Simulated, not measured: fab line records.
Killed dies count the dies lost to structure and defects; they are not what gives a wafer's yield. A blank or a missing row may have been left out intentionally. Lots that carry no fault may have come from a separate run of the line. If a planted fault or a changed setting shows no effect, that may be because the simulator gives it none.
Matching of chambers ; flow gf180mcu ; rie-diel-04 running GF_M5_ETCH_09: 4 sister chambers
The step etches Si3N4 in CF4/O2, target depth 52 nm, time 11.6 s. 8 wafers are shown with their chamber, then 9 later ones without.

WAFERS, EACH WITH ITS CHAMBER
wafer;chamber;drypump-motor-current-A (A);oes-product-au (a.u.)
L078.4;2;5.2;1.002
L080.3;1;5.8;1.008
L081.2;2;5.1;0.988
L085.3;0;5.9;1.003
L085.5;3;5.3;0.983
L087.4;1;5.8;1.005
L087.5;0;5.9;1.000
L087.6;3;5.3;0.988

WAFERS WHOSE CHAMBER IS MISSING
wafer;drypump-motor-current-A (A);oes-product-au (a.u.)
L090.4;5.2;0.988
L090.5;5.2;0.994
L090.6;5.8;0.998
L095.3;5.1;1.002
L095.5;5.1;1.003
L095.6;5.8;0.994
L097.4;5.3;0.986
L097.5;5.8;0.982
L097.6;5.9;0.991

WHICH CHAMBER EACH ONE RAN IN
wafer;from the rows above;in truth
L090.4;can't be placed: 2 or 3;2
L090.5;can't be placed: 2 or 3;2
L090.6;can't be placed: 1 or 0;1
L095.3;2;2
L095.5;2;2
L095.6;can't be placed: 1 or 0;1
L097.4;3;3
L097.5;can't be placed: 1 or 0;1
L097.6;0;0
Correct placement for 4 of the 9. Not placeable from these rows: 5 (in 5, the candidates include the true chamber). 0 placed wrongly.
How it was worked out, from the rows above alone: a wafer's distance from a chamber is the root of the sum, over the readings, of the square of ((its reading less the chamber's mean) divided by the reading's scatter). If the next closest chamber is less than 2 further off than the closest, the wafer can't be placed; otherwise it belongs to the closest. Each chamber's mean is taken over the wafers shown for it. The scatter: the root of (the sum of the squares of (reading less its chamber's mean) over the shown wafers, divided by (wafers less chambers)).
